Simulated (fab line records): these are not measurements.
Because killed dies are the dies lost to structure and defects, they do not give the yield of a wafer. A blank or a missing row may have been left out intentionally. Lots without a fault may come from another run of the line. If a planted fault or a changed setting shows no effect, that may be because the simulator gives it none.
Which tool did it? | flow sky130 | 8 lots, 24 wafers sampled, at 4 steps of a route of 708

## WHAT THE GAUGES READ, wafer by wafer
SKY_SONOS_ONO_THK_MEAS_05. Usual: for SONOS_ONO_CVD_04_THK the level is 5.72 nm and the standard deviation is 0.088.
lot  | measured     | on            | SONOS_ONO_CVD_04_THK (nm) | flag
L486 | day 11 18:25 | film metro-02 | 5.65 5.55 5.57            |
L487 | day 12 01:45 | film metro-04 | 5.77 5.70 5.75            |
L488 | day 12 09:22 | film metro-03 | 5.58 5.68 5.72            |
L489 | day 12 15:25 | film metro-03 | 5.84 5.81 5.76            |
L490 | day 12 15:26 | film metro-04 | 5.70 5.83 5.72            |
L491 | day 13 07:20 | film metro-04 | 5.64 5.56 5.62            |
L500 | day 16 12:59 | film metro-03 | 5.27 5.24 5.23            | OFF
L501 | day 16 20:52 | film metro-02 | 5.21 5.21 5.23            | OFF

SKY_METAL3_OVL_MEAS_14. Usual: for METAL3_OVL the level is 0 nm and the standard deviation is 4.8.
lot  | measured     | on         | METAL3_OVL (nm) | flag
L486 | day 38 08:27 | overlay-01 | -11 -2 -12      |
L487 | day 38 17:22 | overlay-01 | -1 0 -1         |
L488 | day 38 23:46 | overlay-02 | -1 -9 -3        |
L489 | day 39 10:34 | overlay-02 | -5 -3 -4        |
L490 | day 39 08:34 | overlay-02 | 4 -9 -6         |
L491 | day 39 21:32 | overlay-02 | -3 -4 -2        |
L500 | day 42 17:17 | overlay-02 | 4 5 -1          |
L501 | day 43 02:37 | overlay-01 | 4 10 0          |

## TOOL THAT RAN EACH LOT (tool first, then ch and the chambers of the sampled wafers, then the start)
lot  | SKY_SONOS_ONO_CVD_04        | SKY_METAL2_SPUTTER_03
L486 | lpcvd-03 ch 1, day 11 17:10 | pvd sputter-01, day 33 20:05
L487 | lpcvd-03 ch 1, day 12 00:29 | pvd sputter-01, day 34 05:44
L488 | lpcvd-03 ch 1, day 12 08:07 | pvd sputter-04, day 34 12:20
L489 | lpcvd-03 ch 0, day 12 14:10 | pvd sputter-02, day 34 23:05
L490 | lpcvd-03 ch 1, day 12 14:10 | pvd sputter-01, day 34 22:08
L491 | lpcvd-03 ch 0, day 13 06:05 | pvd sputter-01, day 35 09:45
L500 | lpcvd-03 ch 1, day 16 11:43 | pvd sputter-01, day 38 14:02
L501 | lpcvd-03 ch 0, day 16 19:35 | pvd sputter-02, day 38 21:47
- SKY_SONOS_ONO_CVD_04: deposits SiO2 from SiH4/N2O, target thk 5.7199 nm.
- SKY_METAL2_SPUTTER_03: material Ti, target thk 5 nm, time 3.3 s.

## WHAT THE TOOLS THEMSELVES READ (means of the sampled wafers that have a number; where no wafer has one, the mark that the record gives instead)
SKY_METAL2_SPUTTER_03. Usual: throttle valve pct 30.3 %, standard deviation 1.2.
lot  | tool           | throttle valve pct (%) | flag
L486 | pvd sputter-01 | 29.8                   |
L487 | pvd sputter-01 | 31.0                   |
L488 | pvd sputter-04 | 30.5                   |
L489 | pvd sputter-02 | 30.2                   |
L490 | pvd sputter-01 | 30.3                   |
L491 | pvd sputter-01 | 30.2                   |
L500 | pvd sputter-01 | 31.2                   |
L501 | pvd sputter-02 | 30.7                   |

## THE ANSWER, worked out from the rows above alone
Rule: lot off if the mean of its wafers having a number is beyond 3 standard deviations from the usual mean. A lot without any number at a reading at which 4 lots or more have one is off too. The other lots that the step has rows for count as sound. First the gauges in route order, then the tools' own readings, where a lot's mean is used as printed above. The first step at which some lot is off is used, and at that step the reading that is off furthest; a lot without a number counts as furthest.
Off: L500, L501, at SKY_SONOS_ONO_THK_MEAS_05 (SONOS_ONO_CVD_04_THK).
If a tool, at a process step before that reading, ran all the lots that are off and no sound lot after the first of them, it fits. The gauges at SKY_SONOS_ONO_THK_MEAS_05 are tried like those tools. One fits: SKY_SONOS_ONO_CVD_04 on lpcvd-03. A fault onset in the window from L491 (day 13 06:05, its last sound lot) to L500 (day 16 11:43, its first lot off) fits.

## WHAT THE SIMULATOR PUT IN
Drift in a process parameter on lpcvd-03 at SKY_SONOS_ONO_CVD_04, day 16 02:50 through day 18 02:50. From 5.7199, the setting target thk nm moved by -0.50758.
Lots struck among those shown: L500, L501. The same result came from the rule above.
